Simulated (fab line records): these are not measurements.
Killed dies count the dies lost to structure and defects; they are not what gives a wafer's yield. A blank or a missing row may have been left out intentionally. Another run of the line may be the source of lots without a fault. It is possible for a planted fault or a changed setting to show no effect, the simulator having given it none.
Problem report in the 8D (eight disciplines) form, filled by code + flow gf180mcu + the parts of the form that need people (team, actions taken, sign-off) are left out

## 1. PROBLEM STATEMENT
cd-nm at GF_POLY_GATE_CD_MEAS_10 reads a mean of 294.9 nm on 6 wafers of 2 lots; wafers without a fault read 280.1 nm with a standard deviation of 1.2. Relative to the usual mean, that is a shift of +12 standard deviations.
The step: target cd 280 nm.
The first sign was on wafer L317.3 at day 11 14:58, on cd-sem-02. The record holds 42 wafers of 14 lots with a number at this step. Rule for "out", or "out of limits": more than 4 standard deviations from the usual mean. All remaining wafers that have a number are taken as sound.

## 2. WHAT IT IS AND WHAT IT IS NOT
| question                    | is                     | is not                                                                                                   |
|-----------------------------|------------------------|----------------------------------------------------------------------------------------------------------|
| which readings at this step | cd-nm                  | -                                                                                                        |
| which lots                  | L317, L319             | L309, L310, L311, L313, L316, L326, L327, L328, L329, L330, L331, L332                                   |
| which wafers of those lots  | all that have a number | -                                                                                                        |
| read on which gauges        | cd-sem-02              | cd-sem-01                                                                                                |
| when                        | from day 11 14:58      | up to then (15 sound wafers); but 21 sound wafers of L326, L327, L328, L329, L330, L331, L332 came after |

## 3. WHAT RULES OUT EACH SUSPECT
Counting: a tool at any process step up to the reading remains a suspect when it ran all the lots that are out and ran no sound lot after the first of those.
- the gauge at GF_POLY_GATE_CD_MEAS_10: ruled out. All the wafers that are out were read on cd-sem-02, but those of them that GF_POLY_GATE_SOFTBAKE_06 has rows for are out there too, on other tools.
- litho-track-04 at GF_POLY_GATE_SOFTBAKE_06 (time 60 s): ruled out as a lasting fault. Sound lots L329, L332 ran on it after its first lot that is out, L317 (day 11 05:00).
Left after counting: nothing in the record.

## 4. THE CAUSE (what the simulator had put in)
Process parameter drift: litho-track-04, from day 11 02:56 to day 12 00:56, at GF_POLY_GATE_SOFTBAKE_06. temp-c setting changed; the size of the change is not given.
The count ruled it out by mistake, since the rule takes a fault to strike every lot its tool runs from the start of the fault on, and this one did not do so.

## 5. SEQUENCE OF EFFECTS, ordered by route
Rows list readings where the struck wafers' mean (over those with a number) sits beyond 3 standard deviations from the usual. Only readings whose record carries a usual standard deviation are examined. hours: median over the lots of the time between each lot's start at the first step of this table that gives one and its start at this step. sigmas: the change, counted in usual standard deviations.
| hours | step                     | reading              | usual    | on struck wafers | change | sigmas      |
|-------|--------------------------|----------------------|----------|------------------|--------|-------------|
| 0     | GF_POLY_GATE_SOFTBAKE_06 | heater-power-total-W | 93.06 W  | 86.62            | -6.44  | -99 or more |
| 0     | GF_POLY_GATE_SOFTBAKE_06 | plate-temp-C         | 129.99 C | 123.18           | -6.81  | -52         |
| 10    | GF_POLY_GATE_CD_MEAS_10  | cd-nm                | 280.1 nm | 294.9            | +14.8  | +12         |
Its process steps:
- GF_POLY_GATE_SOFTBAKE_06: time 60 s.

## 6. HOW IT WOULD HAVE BEEN CAUGHT EARLIER
The first out-of-limits reading at a measuring or inspecting step in this record came at day 11 14:58, 12 hours after the fault's start at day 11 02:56.
The tool's own readings at GF_POLY_GATE_SOFTBAKE_06 were out on every struck wafer that the step has a row for (heater-power-total-W, plate-temp-C): an alarm limit on them would have fired on the first of those.
